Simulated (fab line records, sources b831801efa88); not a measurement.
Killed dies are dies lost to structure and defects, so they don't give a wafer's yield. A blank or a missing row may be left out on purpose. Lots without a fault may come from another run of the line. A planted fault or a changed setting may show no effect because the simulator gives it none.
Which tool did it? | flow gf180mcu | 13 lots, 39 wafers sampled, at 5 steps of a route of 602

WHAT THE GAUGES READ, wafer by wafer
GF_STI_THK_MEAS_22.
lot  | measured    | on            | STI_OXIDATION_01_THK (nm)
L118 | day 2 03:47 | film_metro-04 | 14.5 14.6 14.6
L120 | day 2 13:23 | film_metro-04 | 15.2 14.8 14.5
L121 | day 2 19:17 | film_metro-03 | 14.6 14.7 14.5
L123 | day 3 05:38 | film_metro-01 | 14.6 14.8 14.9
L125 | day 3 14:49 | film_metro-01 | 14.9 14.9 15.2
L126 | day 3 21:09 | film_metro-01 | 14.3 14.5 14.4
L127 | day 4 02:13 | film_metro-03 | 15.2 15.1 15.5
L128 | day 4 07:18 | film_metro-04 | 15.0 15.1 15.1
L129 | day 4 12:57 | film_metro-04 | 15.0 15.2 15.0
L130 | day 4 16:58 | film_metro-03 | 14.8 14.9 14.8
L134 | day 5 14:58 | film_metro-01 | 14.4 14.4 14.4
L139 | day 6 16:24 | film_metro-01 | 14.6 14.8 14.7
L141 | day 7 01:31 | film_metro-01 | 15.7 15.9 15.5

GF_STI_THK_MEAS_24.
lot  | measured    | on            | STI_CVD_23_THK (nm)
L118 | day 2 04:02 | film_metro-01 | 641 643 643
L120 | day 2 13:31 | film_metro-01 | 643 646 643
L121 | day 2 19:25 | film_metro-03 | 662 649 659
L123 | day 3 05:47 | film_metro-03 | 645 647 640
L125 | day 3 14:58 | film_metro-04 | 650 651 654
L126 | day 3 21:17 | film_metro-03 | 655 649 646
L127 | day 4 02:20 | film_metro-01 | 646 640 644
L128 | day 4 07:26 | film_metro-01 | 645 643 648
L129 | day 4 13:05 | film_metro-03 | 642 646 647
L130 | day 4 17:06 | film_metro-01 | 641 643 646
L134 | day 5 15:06 | film_metro-01 | 642 639 640
L139 | day 6 16:32 | film_metro-04 | 639 651 654
L141 | day 7 01:39 | film_metro-03 | 641 645 638

GF_POLY_GATE_THK_MEAS_01.
lot  | measured     | on            | POLY_GATE_CVD_00_THK (nm)
L118 | day 8 11:34  | film_metro-03 | 198.5 197.0 197.6
L120 | day 9 01:10  | film_metro-04 | 199.7 198.7 199.5
L121 | day 9 09:03  | film_metro-04 | 202.1 200.9 200.5
L123 | day 9 22:41  | film_metro-04 | 202.0 201.0 201.6
L125 | day 10 11:21 | film_metro-02 | 202.2 201.3 202.9
L126 | day 10 19:18 | film_metro-03 | 199.8 200.5 201.0
L127 | day 11 01:22 | film_metro-03 | 200.6 202.4 201.9
L128 | day 11 10:07 | film_metro-02 | 197.5 200.3 197.7
L129 | day 11 16:41 | film_metro-04 | 201.0 200.4 199.8
L130 | day 11 19:52 | film_metro-03 | 223.5 219.3 211.4
L134 | day 13 04:32 | film_metro-02 | 198.9 198.0 200.0
L139 | day 14 14:04 | film_metro-04 | 197.4 196.9 198.2
L141 | day 15 03:24 | film_metro-02 | 202.8 203.4 202.4

GF_POLY_GATE_OVL_MEAS_11.
lot  | measured     | on         | POLY_GATE_OVL (nm)
L118 | day 9 04:26  | overlay-01 | -3 -8 -4
L120 | day 9 18:14  | overlay-01 | 6 7 3
L121 | day 10 02:35 | overlay-01 | 1 -4 0
L123 | day 10 17:02 | overlay-01 | 5 2 -1
L125 | day 11 06:08 | overlay-01 | 1 2 6
L126 | day 11 14:16 | overlay-01 | -3 1 -2
L127 | day 11 20:17 | overlay-01 | -8 -1 -8
L128 | day 12 04:49 | overlay-01 | 5 8 8
L129 | day 12 11:53 | overlay-01 | -8 -5 -7
L130 | day 12 15:04 | overlay-01 | 8 10 6
L134 | day 14 00:52 | overlay-01 | 2 8 4
L139 | day 15 11:13 | overlay-02 | -1 2 0
L141 | day 16 01:05 | overlay-01 | 7 12 12

WHICH TOOL RAN EACH LOT (tool, then ch and the chambers of the sampled wafers, then the start)
lot  | GF_POLY_GATE_CVD_00
L118 | lpcvd-02 ch 1, day 8 10:13
L120 | lpcvd-01 ch 1, day 8 23:49
L121 | lpcvd-02 ch 1, day 9 07:43
L123 | lpcvd-02 ch 1, day 9 21:20
L125 | lpcvd-02 ch 0, day 10 10:01
L126 | lpcvd-01 ch 1, day 10 17:18
L127 | lpcvd-02 ch 1, day 11 00:01
L128 | lpcvd-02 ch 0, day 11 08:47
L129 | lpcvd-02 ch 0, day 11 15:20
L130 | lpcvd-02 ch 0, day 11 18:32
L134 | lpcvd-01 ch 0, day 13 03:12
L139 | lpcvd-01 ch 0, day 14 12:43
L141 | lpcvd-02 ch 0, day 15 02:04
- GF_POLY_GATE_CVD_00: deposits poly-Si, target thk 200 nm, time 1200 s.

WHAT THE TOOLS THEMSELVES READ (means of the sampled wafers that have a number; where no wafer has one, the mark that the record gives instead)
GF_POLY_GATE_CVD_00.
lot  | tool     | spike_tc_centre_C (C) | zone_power_centre_pct (%)
L118 | lpcvd-02 | 619.1                 | 7.2
L120 | lpcvd-01 | 619.6                 | 8.2
L121 | lpcvd-02 | 620.9                 | 7.1
L123 | lpcvd-02 | 619.9                 | 7.1
L125 | lpcvd-02 | 620.5                 | 9.1
L126 | lpcvd-01 | 620.7                 | 8.1
L127 | lpcvd-02 | 620.2                 | 7.2
L128 | lpcvd-02 | 621.6                 | 9.2
L129 | lpcvd-02 | 621.9                 | 9.2
L130 | lpcvd-02 | 636.1                 | 11.9
L134 | lpcvd-01 | 622.3                 | 9.4
L139 | lpcvd-01 | 620.8                 | 9.3
L141 | lpcvd-02 | 620.9                 | 9.2

THE ANSWER, worked out from the rows above alone
Rule: what is usual is taken from the lots themselves. Put in order of their means at a reading, lots are off if they are a third of the lots or fewer, leave a main group of 4 or more, and stand apart from it by a gap of 3 or more times the standard deviation of the main group's means; of several such gaps the widest counts. A main group whose means are all the same, to the digits that the tables above print for the reading, isn't used. A lot without any number at a reading at which 4 lots or more have one is off too. The other lots that the step has rows for count as sound. The gauges are gone through in route order, then the tools' own readings, and for those a lot's mean is taken as printed above. The first step at which some lot is off is used, and at that step the reading that is off furthest; a lot without a number counts as furthest.
Off: L130, at GF_POLY_GATE_THK_MEAS_01 (POLY_GATE_CVD_00_THK). The main group: mean 200.2 nm, standard deviation 1.7.
A tool fits if, at a process step before that reading, it ran every lot that is off, and no sound lot after the first of them. The gauges at GF_POLY_GATE_THK_MEAS_01 aren't tried: what is off there is off at GF_POLY_GATE_CVD_00 too, on other tools, and a gauge's error can't cause that. None of those tried fits.

WHAT THE SIMULATOR HAD PUT IN
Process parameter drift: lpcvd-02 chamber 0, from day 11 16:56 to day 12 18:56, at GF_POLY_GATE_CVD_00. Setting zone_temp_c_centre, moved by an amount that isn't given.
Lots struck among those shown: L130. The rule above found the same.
